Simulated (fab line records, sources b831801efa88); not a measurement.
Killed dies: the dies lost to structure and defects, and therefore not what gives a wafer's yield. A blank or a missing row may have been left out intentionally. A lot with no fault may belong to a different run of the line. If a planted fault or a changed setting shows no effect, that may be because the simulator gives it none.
Struck lot and sound lot, side by side ; flow gf180mcu ; 16 steps out of a route of 602
Sound: wafers L796.1, L796.2, L796.3. Struck: wafers L807.1, L807.6. (L807.4 of the same lot was not struck and is left out.) The cause comes at the end.
Each step with rows lists, per side, the tool, then ch with its chambers, then its first start. Under that, the readings that differ: sound wafers ; struck wafers ; difference of the means ; sigmas: that difference in standard deviations of wafers without a fault.
alike: same words and numbers on both sides, and readings whose means sit less than 2 such deviations apart. not compared: any withheld reading, any reading some wafer has no value for, any bound like >300 that may hide the same value, and any number with overlapping values for which the record gives no deviation.
A row with sigmas, a row that says differs or no value, or rows on one side alone: a step with any of these is where the two part. Numbers that don't overlap but have no deviation are shown without sigmas and don't part them. A reading that every wafer of one side lacks parts them only if that side has two wafers or more.

first, 3 steps without rows for these wafers: GF_M5_EXPOSE_04 (exposes mask Metal5, target cd 280 nm); GF_M5_PEB_05 (peb time 90 s); GF_M5_DEVELOP_06 (develop time 60 s).
GF_M5_CD_MEAS_07 targets a cd of 280 nm.
  sound on cd_sem-02, day 28 04:34; struck on cd_sem-01, day 31 03:59
reading;sound;struck;difference;sigmas
cd_nm (nm);278.4 278.0 277.2;281.1 280.6;+3.0;+3
GF_M5_OVL_MEAS_08:
  sound on overlay-01, day 28 04:41; struck on overlay-02, day 31 04:06
  alike: M5_OVL
GF_M5_ETCH_09: etches Si3N4 in CF4/O2, target depth 52 nm, time 11.6 s.
  sound on rie_diel-02 ch 1,2,3, day 28 04:43; struck on rie_diel-01 ch 0,3, day 31 04:08
  alike: cf4_flow_sccm, drypump_motor_current_A, oes_product_au, throttle_valve_pct
  not compared: rf_hours_counter_h
GF_M5_METAL_ETCH_10: etches the open film in Cl2/BCl3, stops on SiO2, target depth 750.8 nm, time 125.1 s.
  sound on rie_metal-03 ch 0,1, day 28 04:44; struck on rie_metal-02 ch 1, day 31 04:10
  alike: drypump_motor_current_A, he_backside_leak_sccm, oes_product_au, throttle_valve_pct
  not compared: rf_hours_counter_h
GF_M5_STRIP_11: strips in O2/N2.
  sound on plasma_asher-04 ch 0,1, day 28 04:52; struck on plasma_asher-03 ch 0, day 31 04:31
  alike: drypump_motor_current_A, heater_power_w, o2_flow_sccm, oes_product_au, strip_time_to_endpoint_s
  not compared: rf_hours_counter_h
then, 3 steps without rows for these wafers: GF_M5_STRIP_12 (strips in post etch residue remover, time 1200 s); GF_M5_CLEAN_13 (cleans in DIW); GF_V5_CVD_00 (deposits SiO2, target thk 300 nm, time 50 s).
GF_V5_THK_MEAS_01:
  sound on film_metro-04, day 28 05:29; struck on film_metro-01, day 31 05:05
  alike: V5_CVD_00_THK
GF_V5_CVD_02: deposits SiO2 from TEOS, target thk 1450 nm, time 163.28 s.
  sound on pecvd-03 ch 0,1,2, day 28 05:32; struck on pecvd-03 ch 2, day 31 05:09
reading;sound;struck;difference;sigmas
model.SiO2_of_V5_CVD_02.thk_nm (nm);1456 1428 1444;2315 2355;+892;
  alike: heater_power_w
GF_V5_THK_MEAS_03:
  sound on film_metro-01, day 28 05:39; struck on film_metro-02, day 31 05:16
reading;sound;struck;difference;sigmas
V5_CVD_02_THK (nm);1456 1428 1443;2314 2354;+892;+52
GF_V5_CMP_04: polishes SiO2.
  sound on cmp-02 ch 0,2,3, day 28 05:43; struck on cmp-01 ch 1,2, day 31 05:22
  alike: motor_current_A
GF_PASSIVATION_PROBE_99:
  the record holds rows for the sound wafers here (prober-02, day 30 17:18) but none for the struck ones

WHERE THEY PART
At GF_M5_CD_MEAS_07 first; at GF_PASSIVATION_PROBE_99 last (within this record only).

WHY: what had been put in by the simulator
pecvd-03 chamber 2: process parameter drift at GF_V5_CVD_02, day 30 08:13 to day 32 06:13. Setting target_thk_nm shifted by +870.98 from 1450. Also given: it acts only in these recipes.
